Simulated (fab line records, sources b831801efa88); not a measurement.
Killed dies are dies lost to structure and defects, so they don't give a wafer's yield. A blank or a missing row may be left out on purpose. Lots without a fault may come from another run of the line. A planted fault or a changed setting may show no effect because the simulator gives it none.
Tool commonality check | flow gf180mcu | 12 lots, 36 wafers sampled

WHY IT WAS OPENED
At GF_NWELL_TW_MEAS_11 the reading NWELL_TW is flagged on 2 of 12 lots. Wafers without a fault read 1558, standard deviation 21.
Rule: a lot is flagged when every wafer of it that has a number lies more than 4 standard deviations from that mean, or none has a number. The other lots count as sound.

lot  | measured    | on            | NWELL_TW, wafer by wafer | flag
L147 | day 3 07:32 | film_metro-03 | 1530 1540 1539           |
L148 | day 3 12:28 | film_metro-01 | 1568 1574 1562           |
L149 | day 3 18:23 | film_metro-01 | 1561 1563 1559           |
L151 | day 4 04:29 | film_metro-04 | 1563 1556 1554           |
L152 | day 4 09:06 | film_metro-01 | 1416 1411 1408           | FLAGGED
L153 | day 4 19:11 | film_metro-04 | 1403 1399 1405           | FLAGGED
L162 | day 6 23:20 | film_metro-04 | 1566 1566 1569           |
L164 | day 7 08:29 | film_metro-01 | 1572 1581 1583           |
L166 | day 7 15:07 | film_metro-04 | 1569 1564 1562           |
L167 | day 7 20:28 | film_metro-01 | 1584 1576 1574           |
L168 | day 8 03:23 | film_metro-01 | 1575 1572 1569           |
L170 | day 8 12:50 | film_metro-04 | 1579 1575 1587           |
The numbers of the flagged lots are 1407 on average: -151 against the usual, or -7 standard deviations.

WHICH TOOL RAN EACH LOT
The record holds 1 process step before the reading, out of a route of 602 steps. In each cell: the tool, then ch and the chambers that the sampled wafers went through, then the start.
lot  | flag    | GF_NWELL_IMPLANT_08
L147 |         | implanter-02 ch 0, day 3 07:08
L148 |         | implanter-04 ch 0, day 3 12:04
L149 |         | implanter-04 ch 0, day 3 18:01
L151 |         | implanter-02 ch 0, day 4 04:05
L152 | FLAGGED | implanter-02 ch 0, day 4 08:44
L153 | FLAGGED | implanter-02 ch 0, day 4 18:47
L162 |         | implanter-01 ch 0, day 6 22:58
L164 |         | implanter-01 ch 0, day 7 08:05
L166 |         | implanter-02 ch 0, day 7 14:43
L167 |         | implanter-04 ch 0, day 7 20:04
L168 |         | implanter-01 ch 0, day 8 02:59
L170 |         | implanter-01 ch 0, day 8 12:26
What these steps do:
- GF_NWELL_IMPLANT_08
- GF_NWELL_TW_MEAS_11

FLAGGED OVER TOTAL, TOOL BY TOOL (the gauges that took the reading come last)
step                | tool          | lots run | flagged | share of the flagged lots | sound lots run after its first flagged lot
GF_NWELL_IMPLANT_08 | implanter-01  | 4        | 0       | none                      | -
GF_NWELL_IMPLANT_08 | implanter-02  | 5        | 2       | all                       | 1 (L166)
GF_NWELL_IMPLANT_08 | implanter-04  | 3        | 0       | none                      | -
GF_NWELL_TW_MEAS_11 | film_metro-01 | 6        | 1       | some                      | 3 (L164,L167,L168)
GF_NWELL_TW_MEAS_11 | film_metro-03 | 1        | 0       | none                      | -
GF_NWELL_TW_MEAS_11 | film_metro-04 | 5        | 1       | some                      | 3 (L162,L166,L170)

WHAT THE TABLE ALLOWS
1 row of the table ran every flagged lot: implanter-02 at GF_NWELL_IMPLANT_08.
- implanter-02 at GF_NWELL_IMPLANT_08: 2 of its 5 lots flagged. Sound lots ran on it after the first flagged one (L166), which a lasting fault on the whole tool wouldn't allow. Its own readings lie more than 4 standard deviations out on every wafer of the flagged lots: dose_ions_cm2, faraday_current_uA.
No row of the table ran every flagged lot and no sound lot after the first.

WHAT THE SIMULATOR HAD PUT IN
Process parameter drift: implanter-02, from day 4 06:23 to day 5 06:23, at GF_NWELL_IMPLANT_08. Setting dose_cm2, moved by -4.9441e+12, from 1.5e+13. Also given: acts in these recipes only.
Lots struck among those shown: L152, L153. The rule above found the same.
